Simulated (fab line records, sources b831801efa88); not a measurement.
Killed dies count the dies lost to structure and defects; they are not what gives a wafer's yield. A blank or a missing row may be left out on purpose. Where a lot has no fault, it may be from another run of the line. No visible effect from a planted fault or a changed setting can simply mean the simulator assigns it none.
The tool behind it: which one? ; flow sky130 ; at 1 step of a route of 708, 12 lots with 36 wafers sampled

WHAT THE GAUGES SHOWED, per wafer
SKY_LI_CONTACT_THK_MEAS_01.
lot;measured;on;LI_CONTACT_HDPCVD_THK (nm)
L075;day 28 02:16;film-metro-01;957 981 965
L077;day 29 02:52;film-metro-01;948 963 949
L080;day 29 23:01;film-metro-02;946 960 972
L081;day 31 02:11;film-metro-02;977 974 970
L083;day 31 06:31;film-metro-01;963 951 948
L085;day 32 01:59;film-metro-04;972 967 980
L087;day 32 15:10;film-metro-04;979 982 954
L089;day 33 01:24;film-metro-01;942 961 944
L091;day 33 16:53;film-metro-02;953 952 953
L093;day 34 09:50;film-metro-01;950 948 950
L095;day 34 16:31;film-metro-01;961 957 952
L097;day 35 10:40;film-metro-04;962 939 943

WHICH TOOL RAN EACH LOT (tool, then ch and the chambers of the sampled wafers, then the start)
No process step before these readings appears in the record.

THE ANSWER, worked out from the rows above alone
Rule: what is usual is taken from the lots themselves. The widest of any qualifying gaps counts: lots, ordered by their means at a reading, are off when they make up no more than a third of the lots, leave a main group of 4 or more, and stand apart from it by 3 or more times the standard deviation of that group's means. If all means in a main group match to the digits the tables above print for the reading, that group is not used. A lot without any number at a reading at which 4 lots or more have one is off too. Where the step has rows for the other lots, those lots are counted as sound.
Nothing can be told from this: no lot is off at any reading shown.

WHAT THE SIMULATOR HAD PUT IN
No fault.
